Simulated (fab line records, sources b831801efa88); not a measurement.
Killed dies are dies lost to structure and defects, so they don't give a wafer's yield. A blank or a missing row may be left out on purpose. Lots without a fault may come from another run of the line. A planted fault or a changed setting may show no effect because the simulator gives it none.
fab line records | flow sfq_line
record lots=5 wafers=15 last_day=74
route steps=325 shown I2@110 M3@118
lots that met no fault: from a run of the same line without faults
start_h: hours from the record's first day to the start of the lot's first wafer shown | wait_h: hours since the lot's step before | " the same as in the row above | L1.1+2: a row that stands for several wafers | - no value, or no start given | * or withheld: withheld | < > ~ a bound
route shown NAME@n: a module of which the file shows steps, and the number in the route of the first | usual: mean/standard deviation of fault-free wafers | same: alike in all rows | chamber/n: place in a boat | sites: the reading at each site | _std_site: their standard deviation | _edge_site: outer sites' mean less inner sites' | radius_mm: how far each site lies from the wafer's centre | mask NAME#n: copy n | behind: the tool/chamber that last shaped the wafer | hold: why the lot was held/for how many hours/how that ended | device: the transistor (n, p or np) that didn't switch | end of line: the same wafers' tests at the end of the route | a step without rows: its recipe alone | killed: dies lost to structure and defects at the first sort, not the wafer's yield | map: a wafer's dies, x killed, . not, _ none there
set.NAME: the setting as run; set.NAME@STEP: as run at that earlier step | model.NAME: the simulator's own value behind a step, which no gauge read
lots at some steps of the route; a table a step, a row a wafer
services: from which hour (start_h, from the record's first day; less than 0 if before it) a tool's chamber was out of use, for how many hours, and why
## steps
# step SFQ_TRILAYER_I2_VIA_LITHO_EXPOSE_068
# recipe mask_id=I2 na=0.6 source_shape=conventional sigma_outer=0.65 target_cd_nm=500 dose_mj=21.3
# step SFQ_TRILAYER_I2_VIA_LITHO_PEB_070
# recipe peb_temp_c=115 peb_time_s=60 resist=KrF
# step SFQ_TRILAYER_I2_VIA_LITHO_DEVELOP_069
# recipe time_s=60 resist=KrF
# step SFQ_I2_OVL_MEAS_918
# usual I2_OVL=2/5.8
# columns lot.wafer tool chamber start_h wait_h I2_OVL[nm]
L740.1 overlay-01 - 632.99 0.1 -7
L740.3 " - " " 5
L740.6 " - " " 1
L742.1 overlay-01 - 652.19 0.1 8
L742.2 " - " " 6
L742.6 " - " " 13
L746.2 overlay-02 - 718.94 0.1 5
L746.3 " - " " 2
L746.6 " - " " 1
L754.1 overlay-02 - 798.79 0.1 -8
L754.5 " - " " -10
L754.6 " - " " -4
L755.2 overlay-02 - 809.59 0.1 4
L755.4 " - " " 4
L755.5 " - " " 10
# step SFQ_TRILAYER_I2_VIA_BARC_OPEN_VIA_ETCH_096
# recipe mask_material=PR chemistry=O2 target_depth_nm=125 target=BARC source_w=500 bias_w=80 pressure_mtorr=30 time_s=41.7
# usual bias_w=79.98/0.26 drypump_motor_current_A=5.5/0.39 oes_product_au=0.685/0.005
# columns lot.wafer tool chamber start_h wait_h bias_w drypump_motor_current_A oes_product_au rf_hours_counter_h
L740.1 rie_diel-04 2 633.03 0.0 80.02 5.4 0.680 26
L740.3 " 2 " " 80.22 5.4 0.685 -
L740.6 " 0 " " 80.09 4.9 0.683 -
L742.1 rie_diel-03 2 652.23 0.0 80.09 5.5 0.683 5
L742.2 " 1 " " 79.81 5.4 0.680 14
L742.6 " 1 " " 79.46 5.4 0.676 -
L746.2 rie_diel-03 1 718.97 0.0 79.62 5.4 0.687 16
L746.3 " 0 " " 79.83 6.0 0.693 1
L746.6 " 1 " " 79.56 5.4 0.687 -
L754.1 rie_diel-03 3 798.82 0.0 79.98 6.2 0.694 1
L754.5 " 3 " " 80.11 6.2 0.687 -
L754.6 " 0 " " 80.12 6.0 0.676 -
L755.2 rie_diel-04 2 809.62 0.0 79.97 5.4 0.684 30
L755.4 " 1 " " 80.10 5.8 0.690 4
L755.5 " 3 " " 80.18 4.9 0.688 -
# step SFQ_TRILAYER_I2_VIA_ETCH_VIA_ETCH_070
# recipe target=SiO2 stop_on=Nb mask_material=PR taper_deg=20 chemistry=CHF3 target_depth_nm=260 source_w=500 bias_w=80 pressure_mtorr=30 time_s=withheld
# usual bias_w=79.97/0.24 drypump_motor_current_A=5.5/0.39 oes_product_au=0.855/0.0049
# columns lot.wafer tool chamber start_h wait_h bias_w drypump_motor_current_A oes_product_au
L740.1 rie_diel-04 2 633.08 0.0 79.65 5.3 0.853
L740.3 " 2 " " 79.79 5.4 0.854
L740.6 " 0 " " 79.96 4.9 0.852
L742.1 rie_diel-03 2 652.28 0.0 79.73 5.5 0.855
L742.2 " 1 " " 79.94 5.4 0.853
L742.6 " 1 " " 80.03 5.4 0.852
L746.2 rie_diel-03 1 719.01 0.0 79.74 5.4 0.853
L746.3 " 0 " " 79.88 6.0 0.855
L746.6 " 1 " " 79.55 5.4 0.867
L754.1 rie_diel-03 3 798.86 0.0 80.32 6.2 0.865
L754.5 " 3 " " 80.00 6.2 0.861
L754.6 " 0 " " 80.09 6.0 0.865
L755.2 rie_diel-04 2 809.66 0.0 80.08 5.4 0.853
L755.4 " 1 " " 79.94 5.8 0.854
L755.5 " 3 " " 79.85 4.9 0.867
# step SFQ_TRILAYER_I2_VIA_STRIP_STRIP_071
# recipe gas=O2 power_w=200 platen_temp_c=40 overash_fraction=0.65 chemistry=O2 pressure_mtorr=50
# usual drypump_motor_current_A=5.9/0.34 oes_product_au=0.996/0.0092
# same overash_fraction=0.65
# columns lot.wafer tool chamber start_h wait_h drypump_motor_current_A oes_product_au rf_hours_counter_h
L740.1 rie_metal-01 0 633.25 - 5.8 0.999 125
L740.3 " 0 " " 5.8 0.994 -
L740.6 " 0 " " 5.7 1.006 -
L742.1 rie_metal-02 0 652.45 - 5.6 1.007 84
L742.2 " 1 " " 6.2 1.005 57
L742.6 " 1 " " 6.2 0.995 -
L746.2 rie_metal-02 0 719.13 - 5.6 1.002 96
L746.3 " 1 " " 6.2 1.000 -
L746.6 " 1 " " 6.2 0.998 -
L754.1 rie_metal-02 0 798.98 - 5.6 0.996 111
L754.5 " 1 " " 6.2 0.993 -
L754.6 " 0 " " 5.6 0.996 -
L755.2 rie_metal-02 0 809.78 - 5.6 0.994 113
L755.4 " 0 " " 5.6 0.993 -
L755.5 " 1 " " 6.3 1.007 -
# step SFQ_TRILAYER_I2_VIA_STRIP_SOLV_CLEAN_072
# recipe chemistry=NMP temp_c=70 time_s=600
# step SFQ_TRILAYER_M3_DEP_PRE_CLEAN_074
# recipe gas=Ar time_s=22.5 bias_v=250
# step SFQ_TRILAYER_M3_DEP_SPUTTER_073
# recipe material=Nb base_pressure_pa=1.33e-06 chamber_pressure_pa=0.1333 substrate_temp_c=20 resputter_cathode_voltage_v=400 target_thk_nm=200 power_w=2000 time_s=133.3
# usual throttle_valve_pct=30.6/0.99
# columns lot.wafer tool chamber start_h wait_h throttle_valve_pct
L740.1 pvd_sputter-05 - 634.06 0.0 31.1
L740.3 " - " " 29.7
L740.6 " - " " 31.0
L742.1 pvd_sputter-06 - 653.26 0.0 32.4
L742.2 " - " " 31.3
L742.6 " - " " 31.2
L746.2 pvd_sputter-05 - 719.93 0.0 31.2
L746.3 " - " " 29.8
L746.6 " - " " 30.0
L754.1 pvd_sputter-05 - 799.78 0.0 30.0
L754.5 " - " " 31.1
L754.6 " - " " 29.8
L755.2 pvd_sputter-05 - 810.58 0.0 30.8
L755.4 " - " " 29.8
L755.5 " - " " 31.1
# step SFQ_M3_RS_MEAS_919
# recipe thk_meas_gauge=four-point-probe reads=Nb_of_TRILAYER_M3_DEP_SPUTTER_073
# usual M3_NB_RS=0.890/0.0095
# columns lot.wafer tool chamber start_h wait_h M3_NB_RS[ohm/sq]
L740.1 film_metro-01 - 634.16 0.1 0.889
L740.3 " - " " 0.887
L740.6 " - " " 0.889
L742.1 film_metro-01 - 653.35 0.0 0.870
L742.2 " - " " 0.888
L742.6 " - " " 0.883
L746.2 film_metro-02 - 720.04 0.1 0.883
L746.3 " - " " 0.873
L746.6 " - " " 0.873
L754.1 film_metro-02 - 799.87 0.0 0.886
L754.5 " - " " 0.886
L754.6 " - " " 0.883
L755.2 film_metro-02 - 810.69 0.1 0.907
L755.4 " - " " 0.897
L755.5 " - " " 0.896
# step SFQ_TRILAYER_M3_LITHO_COAT_080
# recipe resist=BARC spin_rpm=3000 resist_thk_nm=62
# columns lot.wafer tool chamber start_h wait_h model.BARC_of_TRILAYER_M3_LITHO_COAT_080.thk_nm
L740.1 litho_track-04 0 634.34 0.1 61.9
L740.3 " 0 " " 61.85
L740.6 " 0 " " 61.8
L742.1 litho_track-02 0 653.53 0.1 61.65
L742.2 " 0 " " 61.52
L742.6 " 0 " " 61.74
L746.2 litho_track-03 0 720.25 0.1 62.02
L746.3 " 0 " " 62.09
L746.6 " 0 " " 61.98
L754.1 litho_track-04 0 800.05 0.1 59.85
L754.5 " 0 " " 59.83
L754.6 " 0 " " 59.97
L755.2 litho_track-03 0 810.90 0.1 61.82
L755.4 " 0 " " 61.93
L755.5 " 0 " " 62.1
# step SFQ_TRILAYER_M3_LITHO_COAT_075
# recipe resist=KrF spin_rpm=3000 resist_thk_nm=600
# step SFQ_TRILAYER_M3_LITHO_SOFTBAKE_079
# recipe temp_c=withheld time_s=withheld resist=KrF
# step SFQ_TRILAYER_M3_LITHO_EXPOSE_076
# recipe mask_id=M3 na=0.6 source_shape=conventional sigma_outer=0.65 target_cd_nm=500 dose_mj=14.4
# step SFQ_TRILAYER_M3_LITHO_PEB_078
# recipe peb_temp_c=115 peb_time_s=60 resist=KrF
# step SFQ_TRILAYER_M3_LITHO_DEVELOP_077
# recipe time_s=60 resist=KrF
# step SFQ_M3_OVL_MEAS_921
# usual M3_OVL=-1/6.6
# columns lot.wafer tool chamber start_h wait_h M3_OVL[nm]
L740.1 overlay-01 - 699.41 0.1 8
L740.3 " - " " 3
L740.6 " - " " 7
L742.1 overlay-01 - 712.16 0.1 -5
L742.2 " - " " 6
L742.6 " - " " 7
L746.2 overlay-02 - 780.54 0.1 9
L746.3 " - " " 4
L746.6 " - " " 5
L754.1 overlay-01 - 854.83 0.1 7
L754.5 " - " " 4
L754.6 " - " " 2
L755.2 overlay-01 - 864.44 0.1 -9
L755.4 " - " " -5
L755.5 " - " " -14
# step SFQ_TRILAYER_M3_BARC_OPEN_METAL_ETCH_100
# recipe mask_material=PR chemistry=O2 target_depth_nm=125 target=BARC icp_w=600 bias_w=80 pressure_mtorr=10 time_s=41.7
# usual bias_w=79.97/0.23 drypump_motor_current_A=5.9/0.33 oes_product_au=0.685/0.0051
# columns lot.wafer tool chamber start_h wait_h bias_w drypump_motor_current_A oes_product_au rf_hours_counter_h model.etch.depth_nm
L740.1 rie_metal-03 1 699.45 0.0 79.88 5.9 0.679 29 61.9
L740.3 " 0 " " 80.01 5.9 0.688 - 61.85
L740.6 " 1 " " 79.84 5.9 0.681 - 61.8
L742.1 rie_metal-04 0 712.20 0.0 79.90 6.4 0.684 66 61.65
L742.2 " 1 " " 80.19 5.4 0.681 27 61.52
L742.6 " 1 " " 80.38 5.4 0.683 - 61.74
L746.2 rie_metal-02 1 780.57 0.0 79.88 6.3 0.689 80 62.02
L746.3 " 1 " " 80.15 6.3 0.686 - 62.09
L746.6 " 0 " " 79.96 5.6 0.692 - 61.98
L754.1 rie_metal-03 1 854.87 0.0 80.00 5.9 0.668 57 59.85
L754.5 " 0 " " 79.88 5.8 0.675 - 59.83
L754.6 " 1 " " 80.13 5.9 0.669 - 59.97
L755.2 rie_metal-02 0 864.47 0.0 79.82 5.6 0.689 123 61.82
L755.4 " 0 " " 79.78 5.6 0.690 - 61.93
L755.5 " 0 " " 80.15 5.6 0.674 - 62.1
# step SFQ_TRILAYER_M3_ETCH_METAL_ETCH_078
# recipe target=Nb stop_on=SiO2 mask_material=PR chemistry=Cl2/Ar target_depth_nm=240 icp_w=600 bias_w=80 pressure_mtorr=10 time_s=120
# usual bias_w=80.06/0.26 drypump_motor_current_A=5.9/0.34 oes_product_au=0.894/0.0072
# columns lot.wafer tool chamber start_h wait_h bias_w drypump_motor_current_A oes_product_au rf_hours_counter_h
L740.1 rie_metal-03 1 699.51 0.0 80.15 5.9 0.899 29
L740.3 " 0 " " 80.63 5.8 0.895 -
L740.6 " 1 " " 80.34 6.0 0.898 -
L742.1 rie_metal-04 0 712.26 0.0 79.91 6.4 0.902 66
L742.2 " 1 " " 80.19 5.5 0.895 27
L742.6 " 1 " " 79.94 5.4 0.905 -
L746.2 rie_metal-02 1 780.65 0.1 79.90 6.2 0.892 80
L746.3 " 1 " " 80.16 6.3 0.906 -
L746.6 " 0 " " 80.00 5.6 0.906 -
L754.1 rie_metal-03 1 854.93 0.0 80.37 6.0 0.892 57
L754.5 " 0 " " 80.56 5.8 0.888 -
L754.6 " 1 " " 80.13 5.9 0.898 -
L755.2 rie_metal-02 0 864.53 0.0 79.65 5.6 0.875 123
L755.4 " 0 " " 79.94 5.6 0.883 -
L755.5 " 0 " " 79.92 5.6 0.895 -
## services
# columns tool chamber start_h hours kind
pvd_sputter-06 - 616.03 2.8 repair
rie_diel-03 - 620.85 15.6 pm
rie_metal-01 - 621.76 5.8 repair
rie_diel-04 3 622.18 107.6 repair
rie_diel-03 2 644.45 2.7 repair
rie_diel-03 3 646.45 7.1 repair
rie_diel-04 - 653.88 0.6 repair
rie_diel-03 3 686.55 18.3 repair
rie_diel-03 1 686.80 5.1 repair
rie_diel-04 0 692.51 5.2 repair
rie_metal-03 1 735.50 4.4 repair
rie_metal-04 1 756.50 11.4 repair
pvd_sputter-05 - 757.01 7.8 repair
pvd_sputter-05 - 764.06 9.4 repair
rie_metal-01 - 768.60 1.4 pm
rie_metal-04 - 768.89 1.1 repair
rie_diel-04 0 772.96 9.5 repair
rie_diel-04 2 803.85 3.6 repair
rie_metal-01 - 825.22 0.3 repair
rie_diel-03 3 830.64 19.1 repair
rie_diel-04 0 836.30 12.3 repair
rie_metal-04 1 857.93 4.7 repair
rie_diel-04 1 858.25 4.2 repair
rie_diel-03 3 861.21 1.3 repair
## key
first_sign step=SFQ_TRILAYER_M3_BARC_OPEN_METAL_ETCH_100 reading=oes_product_au direction=down sigmas=2.8 usual=0.685 struck=0.671
effect none on later readings
model_effect step=SFQ_TRILAYER_M3_LITHO_COAT_080 value=BARC_of_TRILAYER_M3_LITHO_COAT_080.thk_nm without=61.94 struck=59.88
model_effect step=SFQ_TRILAYER_M3_BARC_OPEN_METAL_ETCH_100 value=etch.depth_nm without=61.94 struck=59.88
met_at SFQ_TRILAYER_M3_LITHO_COAT_080
struck_wafers L754.1,L754.5,L754.6
onset_between 634.34 800.05
also_fits SFQ_TRILAYER_I2_VIA_BARC_OPEN_VIA_ETCH_096:rie_diel-03,SFQ_TRILAYER_I2_VIA_ETCH_VIA_ETCH_070:rie_diel-03,SFQ_TRILAYER_M3_BARC_OPEN_METAL_ETCH_100:rie_metal-03
fault kind=process_parameter_drift tool=litho_track-04 chamber=- onset_h=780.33 steps=SFQ_TRILAYER_M3_LITHO_COAT_080 channel=resist_thk_nm offset=-2.0533 shape=step end_h=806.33 acts_in=these_recipes_only stated=62
